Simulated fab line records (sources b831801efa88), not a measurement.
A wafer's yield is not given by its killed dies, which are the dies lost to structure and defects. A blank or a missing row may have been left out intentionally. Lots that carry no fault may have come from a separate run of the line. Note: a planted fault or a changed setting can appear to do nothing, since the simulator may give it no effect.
Which tool was responsible? -- flow sky130 -- Sampling: 13 lots, 39 wafers, 3 of 708 route steps

WHAT EACH GAUGE READ, for each wafer
SKY_LOCAL_INTERCONNECT_RS_MEAS_01: the measuring method here is four-point-probe. Usual: LOCAL_INTERCONNECT_TIN_RS typically reads 13.70 ohm/sq, with standard deviation 0.13.
lot,measured,on,LOCAL_INTERCONNECT_TIN_RS (ohm/sq),flag
L247,day 29 13:55,film-metro-04,13.95 14.01 13.83,
L248,day 29 17:45,film-metro-04,13.68 13.81 13.81,
L249,day 30 06:59,film-metro-01,13.51 13.48 13.52,
L250,day 30 16:25,film-metro-04,13.55 13.74 13.64,
L251,day 30 21:59,film-metro-01,13.56 13.56 13.58,
L253,day 31 10:23,film-metro-01,13.67 13.65 13.67,
L257,day 33 00:35,film-metro-02,13.66 13.65 13.72,
L258,day 33 08:13,film-metro-01,13.71 13.58 13.59,
L259,day 33 14:40,film-metro-04,13.81 13.69 13.60,
L261,day 34 02:26,film-metro-02,13.50 13.56 13.75,
L265,day 35 07:25,film-metro-02,13.75 13.80 13.73,
L266,day 35 18:53,film-metro-02,13.84 13.80 13.89,
L269,day 36 08:51,film-metro-04,14.11 13.99 13.81,

SKY_CONTACT_THK_MEAS_01. Usual: CONTACT_CVD_00_THK typically reads 74.7 nm, with standard deviation 0.95.
lot,measured,on,CONTACT_CVD_00_THK (nm),flag
L247,day 30 18:49,film-metro-01,73.7 75.2 74.8,
L248,day 30 23:20,film-metro-03,73.1 74.8 75.7,
L249,day 31 12:07,film-metro-04,74.6 74.5 75.3,
L250,day 31 20:37,film-metro-01,75.3 74.8 75.6,
L251,day 32 03:01,film-metro-04,74.2 74.7 74.5,
L253,day 32 14:34,film-metro-01,75.1 75.9 75.5,
L257,day 34 04:07,film-metro-03,73.2 75.1 74.7,
L258,day 34 11:28,film-metro-04,74.9 76.1 76.2,
L259,day 34 17:26,film-metro-03,74.7 75.3 75.2,
L261,day 35 05:33,film-metro-03,74.3 76.0 75.3,
L265,day 36 09:57,film-metro-03,75.0 73.9 74.1,
L266,day 36 22:06,film-metro-04,75.2 74.6 75.2,
L269,day 37 11:50,film-metro-04,73.9 75.3 75.0,

WHICH TOOL RAN EACH LOT (tool, then ch and the chambers of the sampled wafers, then the start)
lot,SKY_LOCAL_INTERCONNECT_STRIP_15
L247,"plasma-asher-01 ch 0,1, day 30 18:11"
L248,"plasma-asher-01 ch 0,1, day 30 22:43"
L249,"plasma-asher-03 ch 0,1, day 31 11:29"
L250,"plasma-asher-04 ch 0,1, day 31 19:58"
L251,"plasma-asher-03 ch 0,1, day 32 02:23"
L253,"plasma-asher-01 ch 0,1, day 32 13:58"
L257,"plasma-asher-01 ch 0,1, day 34 03:30"
L258,"plasma-asher-04 ch 0,1, day 34 10:50"
L259,"plasma-asher-04 ch 0,1, day 34 16:48"
L261,"plasma-asher-03 ch 0,1, day 35 04:55"
L265,"plasma-asher-01 ch 0,1, day 36 09:16"
L266,"plasma-asher-04 ch 0,1, day 36 21:26"
L269,"plasma-asher-01 ch 0,1, day 37 11:10"
- SKY_LOCAL_INTERCONNECT_STRIP_15: strips in O2/N2.

WHAT THE TOOLS THEMSELVES READ (means of the sampled wafers that have a number; where no wafer has one, the mark that the record gives instead)
SKY_LOCAL_INTERCONNECT_STRIP_15. Usual: chamber-pressure-mTorr 1500.2 mTorr, standard deviation 1.4; drypump-motor-current-A 5.6 A, standard deviation 0.33; oes-product-au 0.426 a.u., standard deviation 0.0048; strip-time-to-endpoint-s 4.718 s, standard deviation 0.016.
lot,tool,chamber-pressure-mTorr (mTorr),drypump-motor-current-A (A),oes-product-au (a.u.),strip-time-to-endpoint-s (s),flag
L247,plasma-asher-01,1501.6,5.4,0.429,4.702,
L248,plasma-asher-01,1499.5,5.4,0.428,4.708,
L249,plasma-asher-03,1500.5,5.6,0.428,4.709,
L250,plasma-asher-04,1500.2,5.8,0.428,4.710,
L251,plasma-asher-03,1500.4,5.4,0.429,4.747,
L253,plasma-asher-01,1499.2,5.4,0.432,4.722,
L257,plasma-asher-01,1500.9,5.5,0.430,4.706,
L258,plasma-asher-04,1501.1,5.8,0.426,4.733,
L259,plasma-asher-04,1500.5,6.1,0.423,4.720,
L261,plasma-asher-03,1501.2,5.4,0.430,4.727,
L265,plasma-asher-01,1500.8,5.4,0.426,4.699,
L266,plasma-asher-04,1500.9,6.1,0.425,4.721,
L269,plasma-asher-01,1499.6,5.4,0.427,4.729,

THE ANSWER, worked out from the rows above alone
Rule: lot off if the mean of its wafers having a number is beyond 3 standard deviations from the usual mean. A lot without any number at a reading at which 4 lots or more have one is off too. Any other lot the step has rows for is counted as sound. The gauges are gone through in route order, then the tools' own readings, and for those a lot's mean is taken as printed above. The first step at which some lot is off is used, and at that step the reading that is off furthest; a lot without a number counts as furthest.
No lot is off at any reading shown: from this, nothing can be told.

WHAT WAS PUT IN BY THE SIMULATOR
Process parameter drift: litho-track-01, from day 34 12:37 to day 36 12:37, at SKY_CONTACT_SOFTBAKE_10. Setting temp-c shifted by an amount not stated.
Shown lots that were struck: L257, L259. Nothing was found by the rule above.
